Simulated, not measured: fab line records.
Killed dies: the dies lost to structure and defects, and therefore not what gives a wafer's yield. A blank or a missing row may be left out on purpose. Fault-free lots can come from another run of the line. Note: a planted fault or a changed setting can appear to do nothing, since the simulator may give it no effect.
Chamber matching + flow gf180mcu + GF_V2_CMP_26 on cmp-01: 4 sister chambers
The step polishes, stops on SiO2, t overpolish 15 s, target thk 0 nm. 4 wafers are shown with their chamber, then 9 later ones without.

EACH WAFER AND ITS CHAMBER
| wafer  | chamber | motorCurrentA (A) |
|--------|---------|-------------------|
| L332.3 | 2       | 10.7              |
| L332.5 | 3       | 12.7              |
| L333.3 | 0       | 12.3              |
| L333.5 | 1       | 10.2              |

WAFERS WITHOUT THEIR CHAMBER
| wafer  | motorCurrentA (A) |
|--------|-------------------|
| L335.3 | 10.2              |
| L335.4 | 10.7              |
| L335.6 | 12.4              |
| L342.2 | 10.8              |
| L342.3 | 13.1              |
| L342.5 | 10.4              |
| L343.2 | 10.8              |
| L343.3 | 12.9              |
| L343.6 | 13.1              |

CHAMBER TAKEN BY EACH
| wafer  | from the rows above     | in truth |
|--------|-------------------------|----------|
| L335.3 | 1                       | 1        |
| L335.4 | 2                       | 2        |
| L335.6 | can't be placed: 0 or 3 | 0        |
| L342.2 | 2                       | 2        |
| L342.3 | can't be placed: 3 or 0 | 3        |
| L342.5 | can't be placed: 1 or 2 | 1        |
| L343.2 | 2                       | 2        |
| L343.3 | can't be placed: 3 or 0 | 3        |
| L343.6 | can't be placed: 3 or 0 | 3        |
Placed correctly: 4 of 9. Cannot be placed on the basis of these rows: 5; the candidates contain the true chamber in 5. Number placed wrongly: 0.
How it was worked out, from the rows above alone: a wafer's distance from a chamber is the root of the sum, over the readings, of the square of ((its reading less the chamber's mean) divided by the reading's scatter). The wafer belongs to the nearest chamber; if the next one is less than 2 further off, it can't be placed. Each chamber's mean is taken over the wafers shown for it. The scatter (one wafer shown for each chamber): square how far every hidden wafer sits from the nearest shown wafer, average those squares and take the square root.
